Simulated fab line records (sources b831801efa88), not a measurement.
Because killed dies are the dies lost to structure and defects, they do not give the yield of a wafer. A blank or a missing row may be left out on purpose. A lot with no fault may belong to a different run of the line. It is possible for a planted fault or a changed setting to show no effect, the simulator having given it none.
Struck lot and sound lot, side by side | flow sky130 | 16 out of 708 route steps
Sound: the wafers L574.1, L574.3, L574.5. Struck: wafer L570.1. (L570.3 of the same lot was not struck and is left out.) The cause comes at the end.
For every step that has rows: the tool of each side, followed by ch and its chambers, followed by its first start. Under that, the readings that differ: sound wafers | struck wafers | difference of the means | sigmas: that difference in standard deviations of wafers without a fault.
alike: readings whose means differ by less than 2 such deviations, and words and numbers that are the same on both sides. not compared: withheld readings, readings that some wafer has no value for, bounds like >300 that may hide the same value, and numbers for which the record gives no deviation and whose values overlap.
Wherever a step has rows on one side only, a row that says differs or no value, or a row with sigmas, the two part there. Non-overlapping numbers with no deviation appear without sigmas and do not part them. Lack of a reading on every wafer of one side parts them only where that side has two or more wafers.

first, 2 steps without rows for these wafers: SKY_VT_ADJUST_PCH_PEB_05; SKY_VT_ADJUST_PCH_DEVELOP_06 (develop time 60 s).
SKY_VT_ADJUST_PCH_OVL_MEAS_07:
  sound on overlay-02 at day 16 00:17; struck on overlay-01 at day 14 15:53
  alike: VT_ADJUST_PCH_OVL
then, 1 step without rows for these wafers: SKY_VT_ADJUST_PCH_IMPLANT_08.
SKY_VT_ADJUST_PCH_STRIP_09: strips in O2/N2.
  sound on plasma asher-02 ch 0,1, day 16 00:28; struck on plasma asher-02 ch 0, day 14 16:05
  alike: drypump motor current A, oes product au, strip time to endpoint s
  not compared: rf hours counter h
SKY_VT_ADJUST_PCH_TW_MEAS_10:
  sound on film metro-03 at day 16 00:34; struck on film metro-04 at day 14 16:11
  alike: VT_ADJUST_PCH_TW
then, 6 steps without rows for these wafers: SKY_SONOS_TUNNEL_DEHYDRATE_00 (time 60 s); SKY_SONOS_TUNNEL_HMDS_01 (prime time 60 s); SKY_SONOS_TUNNEL_COAT_02 (resist thk 1140 nm); SKY_SONOS_TUNNEL_SOFTBAKE_03 (time 60 s); SKY_SONOS_TUNNEL_EXPOSE_04 (exposes mask TUNM, target cd 410 nm); SKY_SONOS_TUNNEL_PEB_05.
SKY_SONOS_TUNNEL_DEVELOP_06: develop time 60 s.
  sound on litho track-02 ch 0, day 17 04:50; struck on litho track-04 ch 0, day 15 19:11
  alike: chill plate temp C
SKY_SONOS_TUNNEL_CD_MEAS_07: target cd 410 nm.
  sound on cd sem-02 at day 17 04:59; struck on cd sem-01 at day 15 19:20
  reading    | sound             | struck | difference | sigmas
  cd nm (nm) | 413.8 414.3 410.9 | 397.7  | -15.3      | -7
SKY_SONOS_TUNNEL_OVL_MEAS_08:
  sound on overlay-01 at day 17 05:07; struck on overlay-01 at day 15 19:27
  alike: SONOS_TUNNEL_OVL
then, 1 step without rows for these wafers: SKY_PAD_OPEN_PROBE_99.

WHERE THEY PART
Only at SKY_SONOS_TUNNEL_CD_MEAS_07, as far as this record shows. Later steps at which nothing parts them and some readings are alike: SKY_SONOS_TUNNEL_OVL_MEAS_08.

WHY: what had been put in by the simulator
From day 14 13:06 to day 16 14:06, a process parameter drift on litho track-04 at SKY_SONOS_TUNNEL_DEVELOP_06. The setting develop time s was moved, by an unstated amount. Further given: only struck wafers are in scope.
